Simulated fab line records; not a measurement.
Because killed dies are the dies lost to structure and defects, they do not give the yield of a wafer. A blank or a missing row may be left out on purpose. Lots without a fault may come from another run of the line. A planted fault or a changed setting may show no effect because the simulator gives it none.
Comparing a struck lot with a sound one -- flow sfq_line -- 20 steps out of a route of 325
Sound: wafers L890.3, L890.4, L890.5. Struck: wafer L879.6 (L879.1, L879.3, from the same lot, were not struck and are left out); the cause is given at the end.
At each step with rows: each side's tool, then ch and its chambers, then its first start. Under that, the readings that differ: sound wafers -- struck wafers -- difference of the means -- sigmas: that difference in standard deviations of wafers without a fault.
alike: readings with means less than 2 such deviations apart, plus words and numbers identical on both sides. not compared: withheld readings, readings lacking a value on some wafer, bounds such as >300 that could conceal the same value, and numbers that have no deviation in the record and whose values overlap.
Wherever a step has rows on one side only, a row that says differs or no value, or a row with sigmas, the two part there. When numbers do not overlap yet have no deviation, they are printed without sigmas and do not part them. A reading missing from all wafers of one side parts the sides only when that side holds two or more wafers.

first, 3 steps without rows for these wafers: SFQ_TRILAYER_I3_VIA_LITHO_EXPOSE_086 (exposes mask I3, target cd 500 nm); SFQ_TRILAYER_I3_VIA_LITHO_PEB_088 (peb time 60 s); SFQ_TRILAYER_I3_VIA_LITHO_DEVELOP_087 (time 60 s).
SFQ_I3_OVL_MEAS_923:
  sound: overlay-02 at day 57 04:50; struck: overlay-01 at day 53 20:31
  alike: I3_OVL
SFQ_TRILAYER_I3_VIA_BARC_OPEN_VIA_ETCH_121: etches BARC in O2, target depth 125 nm, time 41.7 s.
  sound on rie_diel-02 ch 0,1,3, day 57 04:51; struck on rie_diel-02 ch 2, day 53 20:34
  alike: drypump_motor_current_A, oes_product_au
  not compared: rf_hours_counter_h
SFQ_TRILAYER_I3_VIA_ETCH_VIA_ETCH_088: etches SiO2 in CHF3, stops on Nb, target depth 260 nm.
  sound on rie_diel-02 ch 0,1,3, day 57 04:53; struck on rie_diel-02 ch 2, day 53 20:36
  alike: drypump_motor_current_A, oes_product_au
SFQ_TRILAYER_I3_VIA_STRIP_STRIP_089: strips in O2.
  sound on rie_metal-03 ch 0,1, day 57 05:13; struck on rie_metal-04 ch 1, day 53 20:43
  alike: drypump_motor_current_A, oes_product_au
  not compared: rf_hours_counter_h
then, 2 steps without rows for these wafers: SFQ_TRILAYER_I3_VIA_STRIP_SOLV_CLEAN_090 (cleans in NMP, time 600 s); SFQ_TRILAYER_M4_DEP_PRE_CLEAN_092 (time 22.5 s).
SFQ_TRILAYER_M4_DEP_SPUTTER_091: material Nb, target thk 200 nm, time 133.3 s.
  sound: pvd_sputter-05 at day 57 05:49; struck: pvd_sputter-05 at day 53 21:31
  alike: throttle_valve_pct
SFQ_M4_RS_MEAS_924: measurement is done with a four-point probe.
  sound: film_metro-03 at day 57 05:56; struck: film_metro-03 at day 53 21:36
reading,sound,struck,difference,sigmas
M4_NB_RS (ohm/sq),0.911 0.906 0.914,0.883,-0.027,-2
SFQ_TRILAYER_M4_LITHO_COAT_098: resist thk 62 nm.
  sound on litho_track-04 ch 0, day 57 06:11; struck on litho_track-04 ch 0, day 53 21:50
reading,sound,struck,difference,sigmas
model.BARC_of_TRILAYER_M4_LITHO_COAT_098.thk_nm (nm),61.9 61.81 61.8,62.98,+1.14,
  alike: resist_line_temp_C
then, 5 steps without rows for these wafers: SFQ_TRILAYER_M4_LITHO_COAT_093 (resist thk 600 nm); SFQ_TRILAYER_M4_LITHO_SOFTBAKE_097; SFQ_TRILAYER_M4_LITHO_EXPOSE_094 (exposes mask M4, target cd 500 nm); SFQ_TRILAYER_M4_LITHO_PEB_096 (peb time 60 s); SFQ_TRILAYER_M4_LITHO_DEVELOP_095 (time 60 s).
-- the record jumps here: 5 days lie between the struck wafers' starts before and after --
SFQ_M4_OVL_MEAS_926:
  sound: overlay-01 at day 62 11:48; struck: overlay-01 at day 58 22:49
  alike: M4_OVL
SFQ_TRILAYER_M4_BARC_OPEN_METAL_ETCH_123: etches BARC in O2, target depth 125 nm, time 41.7 s.
  sound on rie_metal-02 ch 0,1, day 62 11:51; struck on rie_metal-02 ch 1, day 58 22:51
reading,sound,struck,difference,sigmas
model.etch.depth_nm (nm),61.9 61.81 61.8,62.98,+1.14,
  alike: drypump_motor_current_A, oes_product_au
  not compared: rf_hours_counter_h
SFQ_TRILAYER_M4_ETCH_METAL_ETCH_096: etches Nb in Cl2/Ar, stops on SiO2, target depth 240 nm, time 120 s.
  sound on rie_metal-02 ch 0,1, day 62 11:56; struck on rie_metal-02 ch 1, day 58 22:55
  alike: drypump_motor_current_A, oes_product_au
  not compared: rf_hours_counter_h

## WHERE THEY PART
Only at SFQ_M4_RS_MEAS_924, within this record. Later steps at which nothing parts them and some readings are alike: SFQ_TRILAYER_M4_LITHO_COAT_098, SFQ_M4_OVL_MEAS_926, SFQ_TRILAYER_M4_BARC_OPEN_METAL_ETCH_123, SFQ_TRILAYER_M4_ETCH_METAL_ETCH_096.

WHY: the cause the simulator had injected
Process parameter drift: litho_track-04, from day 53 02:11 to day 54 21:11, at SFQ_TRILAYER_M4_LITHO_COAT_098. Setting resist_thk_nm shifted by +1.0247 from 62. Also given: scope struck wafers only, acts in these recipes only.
